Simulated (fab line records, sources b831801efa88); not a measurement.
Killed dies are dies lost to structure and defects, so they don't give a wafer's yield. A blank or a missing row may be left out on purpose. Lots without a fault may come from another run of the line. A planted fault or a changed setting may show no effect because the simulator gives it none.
Which tool did it? | flow sky130 | 7 lots, 20 wafers sampled, at 3 steps of a route of 708

WHAT THE GAUGES READ, wafer by wafer
SKY_CAPM_RS_MEAS_03: measures by four-point-probe.
lot  | measured     | on            | CAPM_TIN_RS (ohm/sq)
L114 | day 36 09:45 | film_metro-02 | 6.89 6.95 6.91
L116 | day 36 23:53 | film_metro-02 | 7.02 7.01 7.05
L120 | day 39 06:07 | film_metro-03 | 6.83 6.75
L127 | day 40 21:37 | film_metro-03 | 6.83 6.90 6.91
L131 | day 42 01:49 | film_metro-02 | 6.94 6.97 6.90
L134 | day 42 19:51 | film_metro-03 | 6.83 6.88 6.87
L136 | day 43 00:10 | film_metro-01 | 6.93 6.88 6.87

WHICH TOOL RAN EACH LOT (tool, then ch and the chambers of the sampled wafers, then the start)
lot  | SKY_VIA2_SPUTTER_20          | SKY_METAL3_SPUTTER_02
L114 | pvd_sputter-01, day 36 08:44 | pvd_sputter-01, day 36 09:28
L116 | pvd_sputter-01, day 36 22:49 | pvd_sputter-02, day 36 23:33
L120 | pvd_sputter-03, day 39 05:05 | pvd_sputter-01, day 39 05:49
L127 | pvd_sputter-01, day 40 20:34 | pvd_sputter-04, day 40 21:16
L131 | pvd_sputter-03, day 42 00:11 | pvd_sputter-02, day 42 01:29
L134 | pvd_sputter-01, day 42 18:39 | pvd_sputter-01, day 42 19:34
L136 | pvd_sputter-02, day 42 23:08 | pvd_sputter-01, day 42 23:52
- SKY_VIA2_SPUTTER_20: material TiN, target thk 20 nm, time 80 s.
- SKY_METAL3_SPUTTER_02: material AlCu, target thk 735 nm, time 39.1 s.

THE ANSWER, worked out from the rows above alone
Rule: what is usual is taken from the lots themselves. Put in order of their means at a reading, lots are off if they are a third of the lots or fewer, leave a main group of 4 or more, and stand apart from it by a gap of 3 or more times the standard deviation of the main group's means; of several such gaps the widest counts. A main group whose means are all the same, to the digits that the tables above print for the reading, isn't used. A lot without any number at a reading at which 4 lots or more have one is off too. The other lots that the step has rows for count as sound.
No lot is off at any reading shown: from this, nothing can be told.

WHAT THE SIMULATOR HAD PUT IN
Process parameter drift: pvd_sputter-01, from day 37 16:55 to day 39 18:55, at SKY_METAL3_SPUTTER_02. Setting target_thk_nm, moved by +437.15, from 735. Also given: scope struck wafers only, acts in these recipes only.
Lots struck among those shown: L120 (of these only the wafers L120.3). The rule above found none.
